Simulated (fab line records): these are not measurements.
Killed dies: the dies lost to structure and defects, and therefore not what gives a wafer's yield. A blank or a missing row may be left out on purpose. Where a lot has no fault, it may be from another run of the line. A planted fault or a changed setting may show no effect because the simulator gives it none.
Which tool did it? + flow sky130 + 33 wafers from 11 lots sampled at 5 of the route's 708 steps

== WHAT THE GAUGES SHOWED, per wafer ==
SKY_SONOS_ONO_THK_MEAS_05.
| lot  | measured     | on            | SONOS_ONO_CVD_04_THK (nm) |
|------|--------------|---------------|---------------------------|
| L565 | day 11 14:16 | film_metro-03 | 5.52 5.58 5.55            |
| L570 | day 14 04:44 | film_metro-04 | 5.96 5.90 5.91            |
| L571 | day 14 04:44 | film_metro-01 | 5.97 6.03 5.96            |
| L573 | day 14 21:16 | film_metro-03 | 6.05 5.92 5.99            |
| L572 | day 14 22:31 | film_metro-03 | 5.85 5.76 5.88            |
| L578 | day 16 07:47 | film_metro-01 | 5.90 5.90 5.92            |
| L582 | day 17 10:27 | film_metro-01 | 5.74 5.68 5.68            |
| L585 | day 18 07:17 | film_metro-04 | 5.72 5.71 5.74            |
| L586 | day 18 15:30 | film_metro-03 | 5.81 5.91 5.84            |
| L587 | day 19 01:42 | film_metro-03 | 5.60 5.57 5.77            |
| L588 | day 19 04:55 | film_metro-03 | 5.62 5.53 5.46            |

SKY_POLY_GATE_THK_MEAS_04.
| lot  | measured     | on            | POLY_GATE_CVD_03_THK (nm) |
|------|--------------|---------------|---------------------------|
| L565 | day 15 05:24 | film_metro-02 | 75.5 75.1 74.9            |
| L570 | day 18 04:23 | film_metro-04 | 75.7 74.6 75.5            |
| L571 | day 18 04:23 | film_metro-02 | 74.2 74.5 74.3            |
| L573 | day 18 17:03 | film_metro-01 | 75.5 75.3 75.0            |
| L572 | day 18 23:20 | film_metro-04 | 75.1 75.2 74.3            |
| L578 | day 20 09:32 | film_metro-01 | 74.4 74.4 74.5            |
| L582 | day 21 14:25 | film_metro-02 | 75.3 75.7 75.3            |
| L585 | day 22 11:10 | film_metro-02 | 75.1 75.0 75.3            |
| L586 | day 22 19:47 | film_metro-01 | 74.3 74.4 74.3            |
| L587 | day 23 04:55 | film_metro-04 | 74.5 74.9 74.2            |
| L588 | day 23 10:05 | film_metro-02 | 74.3 74.4 74.1            |

SKY_LDD_P_TW_MEAS_11.
| lot  | measured     | on            | LDD_P_TW                |
|------|--------------|---------------|-------------------------|
| L565 | day 18 22:45 | film_metro-02 | 633 630 630             |
| L570 | day 22 04:15 | film_metro-02 | 632 632 633             |
| L571 | day 22 03:34 | film_metro-02 | 632 632 631             |
| L573 | day 22 17:31 | film_metro-02 | 633 629 634             |
| L572 | day 22 22:55 | film_metro-02 | 633 636 634             |
| L578 | day 24 07:59 | film_metro-04 | 634 637 634             |
| L582 | day 25 12:26 | film_metro-04 | 603 607 602 602 601 603 |
| L585 | day 26 07:06 | film_metro-03 | 600 600 601 600 602 599 |
| L586 | day 26 16:23 | film_metro-03 | 630 628 629             |
| L587 | day 27 01:17 | film_metro-03 | 625 627 627             |
| L588 | day 27 06:37 | film_metro-02 | 630 630 634             |

== TOOL THAT RAN EACH LOT (tool first, then ch and the chambers of the sampled wafers, then the start) ==
| lot  | SKY_SONOS_ONO_ETCH_15              | SKY_LDD_P_IMPLANT_09            |
|------|------------------------------------|---------------------------------|
| L565 | rie_diel-02 ch 0,3, day 12 15:17   | implanter-02 ch 0, day 18 22:30 |
| L570 | rie_diel-01 ch 0,2,3, day 15 07:26 | implanter-03 ch 0, day 22 04:00 |
| L571 | rie_diel-02 ch 0,2, day 15 06:45   | implanter-04 ch 0, day 22 03:19 |
| L573 | rie_diel-01 ch 0,2,3, day 15 23:53 | implanter-02 ch 0, day 22 17:16 |
| L572 | rie_diel-02 ch 0,1,3, day 16 01:21 | implanter-03 ch 0, day 22 22:40 |
| L578 | rie_diel-04 ch 0,1,2, day 17 12:45 | implanter-02 ch 0, day 24 07:44 |
| L582 | rie_diel-02 ch 1,3, day 18 14:59   | implanter-02 ch 0, day 25 12:13 |
| L585 | rie_diel-04 ch 0,2,3, day 19 13:34 | implanter-02 ch 0, day 26 06:51 |
| L586 | rie_diel-02 ch 2,3, day 19 22:17   | implanter-03 ch 0, day 26 16:08 |
| L587 | rie_diel-01 ch 1,2,3, day 20 08:52 | implanter-04 ch 0, day 27 01:02 |
| L588 | rie_diel-04 ch 0,1,3, day 20 11:44 | implanter-03 ch 0, day 27 06:23 |
- SKY_SONOS_ONO_ETCH_15: etches the open film in CHF3/O2, target depth 19.52 nm, time 7.8 s.
- SKY_LDD_P_IMPLANT_09

== WHAT THE TOOLS THEMSELVES READ (means of the sampled wafers that have a number; where no wafer has one, the mark that the record gives instead) ==
SKY_SONOS_ONO_ETCH_15.
| lot  | tool        | O2_flow_sccm (sccm) | drypump_motor_current_A (A) | oes_product_au (a.u.) | throttle_valve_pct (%) |
|------|-------------|---------------------|-----------------------------|-----------------------|------------------------|
| L565 | rie_diel-02 | 4.993               | 5.8                         | 0.996                 | 8.821                  |
| L570 | rie_diel-01 | 5.002               | 5.8                         | 1.011                 | 8.818                  |
| L571 | rie_diel-02 | 5.011               | 5.8                         | 1.010                 | 8.825                  |
| L573 | rie_diel-01 | 4.999               | 5.8                         | 1.004                 | 8.827                  |
| L572 | rie_diel-02 | 5.011               | 5.8                         | 1.004                 | 8.838                  |
| L578 | rie_diel-04 | 4.993               | 5.5                         | 1.007                 | 8.822                  |
| L582 | rie_diel-02 | 4.988               | 5.9                         | 1.019                 | 8.826                  |
| L585 | rie_diel-04 | 4.981               | 5.4                         | 1.000                 | 8.826                  |
| L586 | rie_diel-02 | 5.004               | 6.4                         | 0.996                 | 8.828                  |
| L587 | rie_diel-01 | 4.993               | 5.8                         | 1.004                 | 8.832                  |
| L588 | rie_diel-04 | 4.989               | 5.2                         | 0.995                 | 8.823                  |

SKY_LDD_P_IMPLANT_09.
| lot  | tool         | beam_energy_keV | dose_ions_cm2 | end_station_pressure_torr (Torr) | faraday_current_uA |
|------|--------------|-----------------|---------------|----------------------------------|--------------------|
| L565 | implanter-02 | 25.007          | 9.990e+12     | 5.20e-06                         | 56.2               |
| L570 | implanter-03 | 24.987          | 9.986e+12     | 4.97e-06                         | 57.6               |
| L571 | implanter-04 | 25.005          | 1.001e+13     | 4.99e-06                         | 56.4               |
| L573 | implanter-02 | 24.994          | 9.992e+12     | 4.80e-06                         | 57.1               |
| L572 | implanter-03 | 25.000          | 9.995e+12     | 5.07e-06                         | 54.6               |
| L578 | implanter-02 | 25.003          | 1.001e+13     | 5.07e-06                         | 55.9               |
| L582 | implanter-02 | 24.996          | 8.466e+12     | 5.07e-06                         | 47.8               |
| L585 | implanter-02 | 24.995          | 8.458e+12     | 5.01e-06                         | 47.5               |
| L586 | implanter-03 | 25.006          | 1.002e+13     | 5.18e-06                         | 56.9               |
| L587 | implanter-04 | 25.004          | 9.993e+12     | 4.73e-06                         | 57.0               |
| L588 | implanter-03 | 25.006          | 1.000e+13     | 4.99e-06                         | 57.3               |

== THE ANSWER, worked out from the rows above alone ==
Rule: usual is defined by the lots themselves. The widest of any qualifying gaps counts: lots, ordered by their means at a reading, are off when they make up no more than a third of the lots, leave a main group of 4 or more, and stand apart from it by 3 or more times the standard deviation of that group's means. A main group whose means are all the same, to the digits that the tables above print for the reading, isn't used. A lot without any number at a reading at which 4 lots or more have one is off too. Where the step has rows for the other lots, those lots are counted as sound. After the gauges, taken in route order, come the tools' own readings; for these a lot's mean is taken, as printed above. At the first step where some lot is off, the reading lying furthest off is the one used; lots without a number count as furthest.
Off: L582, L585, seen at SKY_LDD_P_TW_MEAS_11 (LDD_P_TW). The main group has a mean of 631 with a standard deviation of 2.5.
If a tool, at a process step before that reading, ran all the lots that are off and no sound lot after the first of them, it fits. Not tried: the gauges at SKY_LDD_P_TW_MEAS_11; whatever is off there is also off at SKY_LDD_P_IMPLANT_09, on other tools, and gauge error can't account for it. One fits: SKY_LDD_P_IMPLANT_09 on implanter-02. A fault onset in the window from L578 (day 24 07:44, its last sound lot) to L582 (day 25 12:13, its first lot off) fits.
The tool's own readings at SKY_LDD_P_IMPLANT_09 bear it out: on the lots that are off they differ by more than 5 times the standard deviation of the sound lots' means. dose_ions_cm2 reads 8.462e+12 there against 1.000e+13 on the sound lots; faraday_current_uA reads 47.6 there against 56.6 on the sound lots.

== WHAT HAD BEEN PUT IN BY THE SIMULATOR ==
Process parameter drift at SKY_LDD_P_IMPLANT_09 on implanter-02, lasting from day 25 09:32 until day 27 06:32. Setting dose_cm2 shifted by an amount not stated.
Lots struck among those shown: L582, L585. The same result came from the rule above.
